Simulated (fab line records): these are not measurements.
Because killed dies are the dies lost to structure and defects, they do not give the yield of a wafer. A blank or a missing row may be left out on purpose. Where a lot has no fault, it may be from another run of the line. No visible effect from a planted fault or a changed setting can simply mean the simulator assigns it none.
fab line records	flow sky130
[record] lots = 7	wafers = 18	last-day = 50
route steps=708 shown FIELD_ISO@6 PAD_OPEN@708
lots with no fault: from the same line, run without faults
start-h: start of the lot's first displayed wafer, in hours after the record's first day	wait-h: hours since the lot's step before	" unchanged from the row above	L1.1+2: a single row standing in for several wafers	- no value, or no start was given	* or withheld: withheld	< > ~ a bound
route shown NAME@n: names a module that has steps shown in the file, with the first one's number in the route	usual: average and standard deviation across the fault-free wafers	same: alike in all rows	chamber/n: place in a boat	sites: per-site readings	_std_site: standard deviation of those values	_edge_site: inner sites' mean taken away from outer sites' mean	radius-mm: for every site, how far away it sits from the centre of the wafer	mask NAME#n: copy n	behind: the most recent tool/chamber to have shaped the wafer	hold: the reason the lot was held/the length of the hold in hours/how it ended	device: whichever transistor did not switch (one of n, p or np)	end of line: the tests these same wafers got at the end of their route	step lacking rows: just its recipe	killed: count of dies lost to structure and defects at first sort (not the wafer's yield)	map: dies across one wafer; x = killed, . = not, _ = none there
set.NAME: setting as actually run; set.NAME@STEP: the setting as run at that earlier step	model.NAME: the simulator's own value behind a step, which no gauge read
a table for each step, a row for each wafer; lots at some steps of the route
services: a tool's chamber out of use, with start hour (start-h, from the record's first day; less than 0 if before it), hours out, and reason
[[steps]]
[step SKY_FIELD_ISO_DEHYDRATE_05]
[recipe] temp-c = 200	time-s = 60
[step SKY_FIELD_ISO_HMDS_06]
[recipe] prime-time-s = 60	prime-temp-c = 120
[step SKY_FIELD_ISO_COAT_07]
[recipe] resist = BARC	temp-c = withheld	time-s = withheld	spin-rpm = 3000	resist-thk-nm = 60
[step SKY_FIELD_ISO_COAT_08]
[recipe] resist = KrF-thick	spin-rpm = 3000	resist-thk-nm = 450
[step SKY_FIELD_ISO_SOFTBAKE_09]
[recipe] temp-c = 100	time-s = 90	resist = KrF-thick
[step SKY_FIELD_ISO_EXPOSE_10]
[recipe] mask-id = FOM	na = 0.68	source-shape = annular	sigma-inner = 0.4	sigma-outer = 0.8	target-cd-nm = 150	dose-mj = 28
[step SKY_FIELD_ISO_PEB_11]
[recipe] peb-temp-c = withheld	peb-time-s = withheld	resist = KrF-thick
[step SKY_FIELD_ISO_DEVELOP_12]
[recipe] develop-time-s = 60	resist = KrF-thick	dev-temp-c = 21
[step SKY_FIELD_ISO_CD_MEAS_13]
[recipe] target-cd-nm = 150
[usual] cd-nm = 150.4/1.4
lot.wafer	tool	chamber	start-h	wait-h	cd-nm
L104.1	cd-sem-02	-	54.22	-	149.6
L104.3	"	-	"	"	149.6
L104.6	"	-	"	"	151.5
L105.2	cd-sem-02	-	60.70	-	150.9
L105.4	"	-	"	"	148.8
L105.6	"	-	"	"	149.3
L106.1	cd-sem-01	-	65.68	-	150.2
L106.5	"	-	"	"	150.9
L106.6	"	-	"	"	151.2
L107.1	cd-sem-01	-	69.55	-	148.2
L107.2	"	-	"	"	149.7
L107.5	"	-	"	"	148.9
L118.1	cd-sem-02	-	129.42	-	150.7
L118.5	"	-	"	"	150.5
L119.2	cd-sem-02	-	134.74	-	152.2
L119.5	"	-	"	"	151.9
L120.1	cd-sem-01	-	139.28	-	150.3
L120.2	"	-	"	"	149.6
[step SKY_FIELD_ISO_ETCH_14]
[recipe] chemistry = N2/H2	target = BARC	ion-energy-ev = 200	source-w = 500	bias-w = 100	pressure-mtorr = 30	n2-flow-sccm = 100	h2-flow-sccm = 200	stop-on = SiO2	time-s = 45.9	target-depth-a = 600
[usual] bias-w = 100.0/0.32	drypump-motor-current-A = 5.9/0.58	oes-product-au = 0.855/0.0047	run-length-s = 74.4/0.46	throttle-valve-pct = 13.224/0.0095
lot.wafer	tool	chamber	start-h	wait-h	bias-w	drypump-motor-current-A	oes-product-au	rf-hours-counter-h	run-length-s	throttle-valve-pct
L104.1	rie-diel-03	2	54.34	0.1	100.0	6.0	0.855	42	73.9	13.221
L104.3	"	0	"	"	99.8	4.8	0.854	6	75.1	13.211
L104.6	"	0	"	"	99.8	4.8	0.852	-	75.0	13.238
L105.2	rie-diel-03	2	60.80	0.1	99.8	6.0	0.854	42	73.8	13.227
L105.4	"	1	"	"	99.9	5.7	0.857	131	74.8	13.214
L105.6	"	2	"	"	100.0	6.0	0.860	-	74.4	13.217
L106.1	rie-diel-03	0	65.80	0.1	100.0	4.8	0.851	7	74.6	13.227
L106.5	"	1	"	"	99.5	5.7	0.850	-	74.2	13.226
L106.6	"	0	"	"	100.0	4.8	0.852	-	74.9	13.227
L107.1	rie-diel-01	2	69.67	0.1	99.9	6.2	0.850	86	73.1	13.227
L107.2	"	1	"	"	99.6	5.4	0.860	150	74.6	13.215
L107.5	"	1	"	"	99.7	5.4	0.852	-	74.7	13.215
L118.1	rie-diel-04	2	129.54	0.1	100.2	5.5	0.852	22	74.5	13.228
L118.5	"	3	"	"	100.2	6.6	0.849	-	74.7	13.226
L119.2	rie-diel-04	3	134.84	0.1	99.7	6.6	0.863	69	74.8	13.213
L119.5	"	1	"	"	99.8	6.7	0.858	-	74.9	13.220
L120.1	rie-diel-03	0	139.40	0.1	100.2	4.8	0.853	8	74.5	13.252
L120.2	"	3	"	"	100.8	5.9	0.845	34	74.8	13.225
[step SKY_FIELD_ISO_ETCH_15]
[recipe] chemistry = CHF3/O2	target-depth-nm = 180	stop-on = Si	source-w = 600	bias-w = 200	pressure-mtorr = 40	chf3-flow-sccm = 50	O2_flow_sccm = 5	time-s = 72
[usual] bias-w = 199.9/0.6	drypump-motor-current-A = 5.9/0.58	oes-product-au = 0.946/0.0071	run-length-s = 100.5/0.45	throttle-valve-pct = 8.844/0.0094
lot.wafer	tool	chamber	start-h	wait-h	bias-w	drypump-motor-current-A	oes-product-au	rf-hours-counter-h	run-length-s	throttle-valve-pct
L104.1	rie-diel-03	2	54.39	0.0	200.4	6.0	0.959	42	99.8	8.848
L104.3	"	0	"	"	199.8	4.8	0.955	6	100.4	8.840
L104.6	"	0	"	"	199.6	4.8	0.955	-	100.9	8.827
L105.2	rie-diel-03	2	60.84	0.0	199.0	5.9	0.950	42	100.4	8.846
L105.4	"	1	"	"	200.6	5.7	0.942	131	100.9	8.843
L105.6	"	2	"	"	199.8	5.9	0.943	-	100.0	8.833
L106.1	rie-diel-03	0	65.84	0.0	199.7	4.8	0.957	7	100.4	8.831
L106.5	"	1	"	"	199.6	5.7	0.944	-	100.9	8.840
L106.6	"	0	"	"	200.7	4.8	0.957	-	100.5	8.846
L107.1	rie-diel-01	2	69.71	0.0	200.1	6.2	0.937	86	99.2	8.852
L107.2	"	1	"	"	200.0	5.4	0.939	150	101.0	8.840
L107.5	"	1	"	"	199.4	5.3	0.939	-	101.4	8.836
L118.1	rie-diel-04	2	129.59	0.0	200.1	5.5	0.953	22	100.8	8.847
L118.5	"	3	"	"	199.7	6.6	0.947	-	100.6	8.847
L119.2	rie-diel-04	3	134.89	0.0	199.7	6.6	0.941	69	100.6	8.824
L119.5	"	1	"	"	201.1	6.7	0.949	-	100.6	8.829
L120.1	rie-diel-03	0	139.44	0.0	201.0	4.8	0.941	8	100.4	8.843
L120.2	"	3	"	"	200.7	5.9	0.949	34	101.0	8.831
[step SKY_FIELD_ISO_STRIP_16]
[recipe] chemistry = O2/N2	power-w = 1400	pressure-mtorr = 1500	platen-temp-c = withheld	o2-flow-sccm = 3000	n2-flow-sccm = 300	overash-fraction = 0.5
[usual] drypump-motor-current-A = 6.0/0.49	oes-product-au = 0.377/0.0049	strip-time-to-endpoint-s = 3.541/0.03
lot.wafer	tool	chamber	start-h	wait-h	drypump-motor-current-A	oes-product-au	rf-hours-counter-h	strip-time-to-endpoint-s
L104.1	plasma-asher-01	1	54.44	0.0	6.0	0.381	37	3.512
L104.3	"	0	"	"	6.6	0.377	-	3.575
L104.6	"	1	"	"	6.0	0.375	-	3.556
L105.2	plasma-asher-02	1	60.90	0.0	5.4	0.371	39	3.532
L105.4	"	1	"	"	5.3	0.380	-	3.550
L105.6	"	0	"	"	5.6	0.379	-	3.529
L106.1	plasma-asher-03	0	65.90	0.0	6.7	0.370	39	3.496
L106.5	"	0	"	"	6.7	0.373	-	3.531
L106.6	"	1	"	"	5.9	0.382	-	3.517
L107.1	plasma-asher-02	0	69.77	0.0	5.6	0.381	39	3.553
L107.2	"	1	"	"	5.4	0.377	39	3.580
L107.5	"	1	"	"	5.4	0.384	-	3.595
L118.1	plasma-asher-03	1	129.64	0.0	5.9	0.377	1	3.583
L118.5	"	1	"	"	5.9	0.386	-	3.563
L119.2	plasma-asher-03	1	134.94	0.0	5.9	0.379	1	3.535
L119.5	"	1	"	"	5.9	0.378	-	3.520
L120.1	plasma-asher-02	0	139.50	0.0	5.6	0.385	47	3.532
L120.2	"	1	"	"	5.4	0.375	47	3.538
[step SKY_FIELD_ISO_ETCH_17]
[recipe] target-depth-a = 3420	mask-material = Si3N4	chemistry = HBr/Cl2/O2	target = Si	taper-deg = 5	icp-w = 600	bias-w = 150	pressure-mtorr = 15	HBr_flow_sccm = 150	Cl2_flow_sccm = 40	O2_flow_sccm = 6	time-s = 97.7
[usual] bias-w = 150.0/0.44	drypump-motor-current-A = 5.7/0.4	oes-product-au = 1.003/0.007	run-length-s = 126.0/0.39	throttle-valve-pct = 25.654/0.009
lot.wafer	tool	chamber	start-h	wait-h	bias-w	drypump-motor-current-A	oes-product-au	rf-hours-counter-h	run-length-s	throttle-valve-pct	model.etch.depth-nm	model.FIELD_ISO.feature-depth-nm
L104.1	rie-si-02	1	54.54	0.1	150.4	6.1	0.984	0	125.9	25.655	338.3	338.3
L104.3	"	2	"	"	150.2	5.8	0.999	58	125.7	25.655	344	344
L104.6	"	0	"	"	150.1	5.6	1.006	-	125.7	25.647	342.2	342.2
L105.2	rie-si-01	1	61.00	0.1	150.5	4.9	1.009	0	126.1	25.646	346.8	346.8
L105.4	"	2	"	"	150.3	6.1	1.006	88	126.2	25.636	347.3	347.3
L105.6	"	3	"	"	150.0	6.0	1.003	-	126.2	25.654	343.4	343.4
L106.1	rie-si-01	1	66.00	0.1	150.4	5.0	1.017	0	126.1	25.660	348.3	348.3
L106.5	"	0	"	"	150.4	5.6	0.996	-	125.3	25.650	341.8	341.8
L106.6	"	1	"	"	150.2	5.0	1.003	-	125.8	25.643	344	344
L107.1	rie-si-02	2	69.87	0.1	148.8	5.8	1.008	58	125.7	25.647	344.8	344.8
L107.2	"	1	"	"	149.4	6.1	0.997	0	125.9	25.663	346	346
L107.5	"	0	"	"	150.8	5.6	1.015	-	125.8	25.654	344	344
L118.1	rie-si-02	3	129.74	0.1	-	5.2	0.991	60	112.9	25.650	292.2	292.2
L118.5	"	2	"	"	-	5.8	1.004	-	111.9	25.667	293.6	293.6
L119.2	rie-si-02	1	135.04	0.1	149.5	6.1	0.999	1	125.9	25.652	342.4	342.4
L119.5	"	2	"	"	-	5.8	1.007	-	112.0	25.639	295.3	295.3
L120.1	rie-si-02	3	139.60	0.1	-	5.3	1.018	60	113.1	25.656	299.2	299.2
L120.2	"	2	"	"	149.7	5.9	0.998	58	125.7	25.661	343.5	343.5
[step SKY_FIELD_ISO_WET_ETCH_18]
[recipe] chemistry = H3PO4	target-depth-nm = 25	temp-c = 160	target = Si3N4	time-s = 286
[step SKY_PAD_OPEN_PROBE_99]
[usual] killed_at_M0_to_M3 = 42/7.3	killed_at_M4_up = 3.2/1.8	killed-at-contacts = 25/5.2	killed-at-front-end = 15/4.6	killed-at-other = 0.3/0.62	killed-dies = 85/9.9	killed-open = 46/7.1	killed-short = 38/5.7
[same] gross-dies = 492	killed-at-back-side = 0
lot.wafer	tool	chamber	start-h	wait-h	killed_at_M0_to_M3	killed_at_M4_up	killed-at-contacts	killed-at-front-end	killed-at-other	killed-dies	killed-open	killed-short	model.etest.res_p_drift_20v.line-ohm-um	model.etest.res_p_drift_20v.rs-ohm-sq	model.etest.pfet_16v.r-on-ohm-um	model.etest.res-iso-pwell.rs-ohm-sq	model.etest.res-iso-pwell.line-ohm-um	model.etest.res-nwell.line-ohm-um	model.etest.res-nwell.rs-ohm-sq	model.etest.res-nwell.width-nm
L104.1	prober-01	-	1110.79	0.1	58	1	25	11	1	96	55	41	1.1e+04	9226	1.486e+04	2785	1054	1042	890	840.1
L104.3	prober-01	-	1110.89	0.2	43	8	30	11	0	92	55	35	1.158e+04	9481	1.515e+04	2898	1109	1076	912.2	837.8
L104.6	prober-01	-	1111.04	0.2	42	3	30	10	1	86	41	44	1.145e+04	9438	1.489e+04	2896	1086	1083	902.1	839.2
L105.2	prober-02	-	1115.94	0.1	44	0	22	11	1	78	43	35	1.057e+04	8762	1.529e+04	3398	1292	1128	948.4	847.8
L105.4	prober-02	-	1116.04	0.2	35	5	31	13	0	84	38	46	1.076e+04	8879	1.556e+04	3429	1304	1122	947.4	849.1
L105.6	prober-02	-	1116.14	0.2	40	0	34	23	0	97	51	46	1.032e+04	8654	1.522e+04	3259	1246	1110	943.5	845.9
L106.1	prober-01	-	1118.92	0.1	34	3	25	27	1	90	48	41	1.236e+04	1.032e+04	1.541e+04	3225	1228	1163	978.8	840.4
L106.5	prober-01	-	1119.12	0.2	36	6	28	18	0	88	49	37	1.203e+04	9832	1.494e+04	3077	1146	1132	948	839.3
L106.6	prober-01	-	1119.17	0.2	39	4	31	13	2	89	47	40	1.213e+04	1.017e+04	1.519e+04	3185	1219	1126	960.4	843.7
L107.1	prober-02	-	1129.08	0.1	28	1	21	24	1	75	38	37	1.202e+04	9967	1.531e+04	2883	1088	1157	978.3	834.3
L107.2	prober-02	-	1129.13	0.1	38	2	20	19	0	79	40	39	1.19e+04	9913	1.525e+04	2869	1075	1167	980.4	828.5
L107.5	prober-02	-	1129.28	0.2	43	3	14	11	0	71	41	30	1.214e+04	9811	1.505e+04	2870	1063	1184	962.8	830.1
L118.1	prober-01	-	1180.59	0.1	44	5	19	9	0	77	37	39	9234	7650	1.37e+04	2380	901.3	998.9	829.7	830.3
L118.5	prober-01	-	1180.79	0.2	40	4	20	14	1	79	42	35	9136	7662	1.352e+04	2383	912.1	998.8	835.6	827.8
L119.2	prober-02	-	1186.79	0.1	46	1	23	16	1	87	42	44	1.147e+04	9515	1.502e+04	2946	1095	1172	963.8	819.7
L119.5	prober-02	-	1186.94	0.2	41	5	30	20	0	96	46	49	9365	7652	1.384e+04	2249	844.7	1024	840.7	815.9
L120.1	prober-01	-	1191.67	0.1	31	2	21	11	0	65	37	28	9101	7656	1.383e+04	2404	912.1	1013	829.2	831.3
L120.2	prober-01	-	1191.72	0.1	42	2	25	14	0	83	43	40	1.121e+04	9219	1.535e+04	3221	1218	1119	948.8	844.6
// killed by level:class
L104.1 VIA1:geometric-particle:open=14 CONTACT:geometric-particle:open=13 VIA3:geometric-particle:open=11 METAL1:geometric-particle:short=7 VIA2:geometric-particle:open=7 METAL2:geometric-particle:short=6 VIA1:geometric-particle:short=5 SPACER:geometric-particle:short=4
L104.3 VIA1:geometric-particle:open=13 LI_CONTACT:geometric-particle:open=11 VIA2:geometric-particle:open=8 FIELD_ISO:geometric-particle:open=5 CONTACT:geometric-particle:short=5 METAL2:geometric-particle:short=5 METAL4:geometric-particle:short=5 LOCAL_INTERCONNECT:geometric-particle:short=4
L104.6 VIA1:geometric-particle:open=11 CONTACT:geometric-particle:open=8 LI_CONTACT:geometric-particle:open=7 LI_CONTACT:geometric-particle:short=6 VIA1:geometric-particle:short=6 METAL1:geometric-particle:short=5 CONTACT:geometric-particle:short=5 VIA2:geometric-particle:open=5
L105.2 VIA1:geometric-particle:open=12 CONTACT:geometric-particle:short=8 VIA2:geometric-particle:open=7 CONTACT:geometric-particle:open=5 LI_CONTACT:geometric-particle:open=4 METAL2:geometric-particle:short=4 METAL3:geometric-particle:short=4 FIELD_ISO:geometric-particle:open=3
L105.4 CONTACT:geometric-particle:open=13 VIA1:geometric-particle:short=9 VIA1:geometric-particle:open=7 CONTACT:geometric-particle:short=6 LOCAL_INTERCONNECT:geometric-particle:short=5 VIA2:geometric-particle:open=5 FIELD_ISO:geometric-particle:short=4 LI_CONTACT:geometric-particle:short=4
L105.6 LI_CONTACT:geometric-particle:open=12 CONTACT:geometric-particle:open=9 METAL1:geometric-particle:short=9 FIELD_ISO:geometric-particle:short=8 VIA1:geometric-particle:open=8 VIA2:geometric-particle:open=6 LOCAL_INTERCONNECT:geometric-particle:short=5 CONTACT:geometric-particle:short=5
L106.1 CONTACT:geometric-particle:open=8 FIELD_ISO:geometric-particle:short=7 FIELD_ISO:geometric-particle:open=7 CONTACT:geometric-particle:short=7 VIA1:geometric-particle:open=6 VIA3:geometric-particle:open=6 POLY_GATE:geometric-particle:open=6 METAL2:geometric-particle:short=6
L106.5 VIA1:geometric-particle:open=12 LI_CONTACT:geometric-particle:open=8 CONTACT:geometric-particle:open=8 LOCAL_INTERCONNECT:geometric-particle:short=7 FIELD_ISO:geometric-particle:short=6 FIELD_ISO:geometric-particle:open=4 POLY_GATE:geometric-particle:short=3 SPACER:geometric-particle:open=3
L106.6 CONTACT:geometric-particle:open=15 VIA1:geometric-particle:open=9 LI_CONTACT:geometric-particle:open=8 METAL2:geometric-particle:short=8 FIELD_ISO:geometric-particle:open=5 METAL3:geometric-particle:open=5 VIA1:geometric-particle:short=4 CONTACT:geometric-particle:short=4
L107.1 FIELD_ISO:geometric-particle:open=7 CONTACT:geometric-particle:open=6 VIA1:geometric-particle:open=6 FIELD_ISO:geometric-particle:short=4 POLY_GATE:geometric-particle:short=4 METAL1:geometric-particle:open=4 LI_CONTACT:geometric-particle:open=4 METAL1:geometric-particle:short=4
L107.2 FIELD_ISO:geometric-particle:open=9 CONTACT:geometric-particle:open=7 METAL1:geometric-particle:short=7 VIA3:geometric-particle:open=6 LI_CONTACT:geometric-particle:open=5 FIELD_ISO:geometric-particle:short=5 CONTACT:geometric-particle:short=5 VIA1:geometric-particle:open=5
L107.5 VIA1:geometric-particle:open=10 VIA3:geometric-particle:open=7 CONTACT:geometric-particle:open=6 METAL1:geometric-particle:short=6 VIA1:geometric-particle:short=6 VIA2:geometric-particle:open=6 POLY_GATE:geometric-particle:open=4 VIA3:geometric-particle:short=3
L118.1 VIA1:geometric-particle:open=10 METAL1:geometric-particle:short=7 LI_CONTACT:geometric-particle:open=6 VIA1:geometric-particle:short=5 CONTACT:geometric-particle:open=4 POLY_GATE:geometric-particle:short=4 LI_CONTACT:geometric-particle:short=4 METAL4:geometric-particle:open=4
L118.5 VIA1:geometric-particle:open=9 METAL2:geometric-particle:short=8 VIA3:geometric-particle:open=6 CONTACT:geometric-particle:open=5 POLY_GATE:geometric-particle:open=4 LOCAL_INTERCONNECT:geometric-particle:open=4 LOCAL_INTERCONNECT:geometric-particle:short=4 METAL1:geometric-particle:open=4
L119.2 CONTACT:geometric-particle:open=9 METAL2:geometric-particle:short=7 CONTACT:geometric-particle:short=6 VIA3:geometric-particle:open=6 METAL1:geometric-particle:short=6 FIELD_ISO:geometric-particle:short=5 VIA1:geometric-particle:short=5 VIA1:geometric-particle:open=5
L119.5 LI_CONTACT:geometric-particle:open=10 VIA1:geometric-particle:open=10 VIA3:geometric-particle:open=7 CONTACT:geometric-particle:open=7 CONTACT:geometric-particle:short=7 LOCAL_INTERCONNECT:geometric-particle:short=6 VIA1:geometric-particle:short=6 POLY_GATE:geometric-particle:short=5
L120.1 VIA2:geometric-particle:open=7 LI_CONTACT:geometric-particle:open=6 CONTACT:geometric-particle:open=6 VIA1:geometric-particle:open=5 POLY_GATE:geometric-particle:open=4 METAL3:geometric-particle:short=4 METAL2:geometric-particle:short=4 CONTACT:geometric-particle:short=3
L120.2 CONTACT:geometric-particle:open=12 LI_CONTACT:geometric-particle:open=7 VIA1:geometric-particle:open=7 VIA2:geometric-particle:open=7 FIELD_ISO:geometric-particle:short=6 METAL1:geometric-particle:short=6 VIA1:geometric-particle:short=5 CONTACT:geometric-particle:short=4
[[services]]
tool	chamber	start-h	hours	kind
rie-diel-01	2	34.18	5.3	repair
rie-si-02	0	36.98	-	clean
rie-si-02	0	36.98	16.9	scheduled-down
rie-si-02	0	36.98	16.9	vent-cycle
rie-si-01	2	43.01	8.7	repair
rie-si-01	3	64.17	2.6	repair
plasma-asher-03	-	67.44	1.6	repair
plasma-asher-01	-	68.85	14.6	pm
rie-diel-03	2	80.21	6.4	repair
plasma-asher-03	-	108.75	9.0	pm
plasma-asher-03	0	108.75	9.0	vent-cycle
plasma-asher-03	1	108.75	9.0	vent-cycle
plasma-asher-03	0	117.75	-	clean
plasma-asher-03	1	117.75	-	clean
rie-diel-03	0	118.50	3.7	repair
rie-diel-01	0	132.24	6.9	repair
rie-diel-03	1	137.45	21.1	repair
[[key]]
[first-sign] step = SKY_FIELD_ISO_ETCH_17	reading = run-length-s	direction = down	sigmas = 35	usual = *	struck = *
effect none on later readings
[model-effect] step = SKY_FIELD_ISO_ETCH_17	value = etch.depth-nm	without = 344.2	struck = 295.1
[model-effect] step = SKY_PAD_OPEN_PROBE_99	value = etest.res_p_drift_20v.line-ohm-um	without = 1.153e+04	struck = 9209
met-at SKY_FIELD_ISO_ETCH_17
struck-wafers L118.1,L118.5,L119.5,L120.1
tester-left-out L118,L119,L120
onset-between 69.87 129.74
[fault] kind = process-parameter-drift	tool = rie-si-02	chamber = -	onset-h = 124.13	steps = SKY_FIELD_ISO_ETCH_17	channel = time-s	offset = *	shape = step	end-h = 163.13	scope = struck-wafers-only	acts-in = *	stated = *
// tester-left-out: of these lots the tester's yield and bins aren't shown, on N5 and GAA mostly nor the transistor test; their killed dies are dies lost to structure and defects alone, not to doping, threshold or leakage, so they don't give the yield
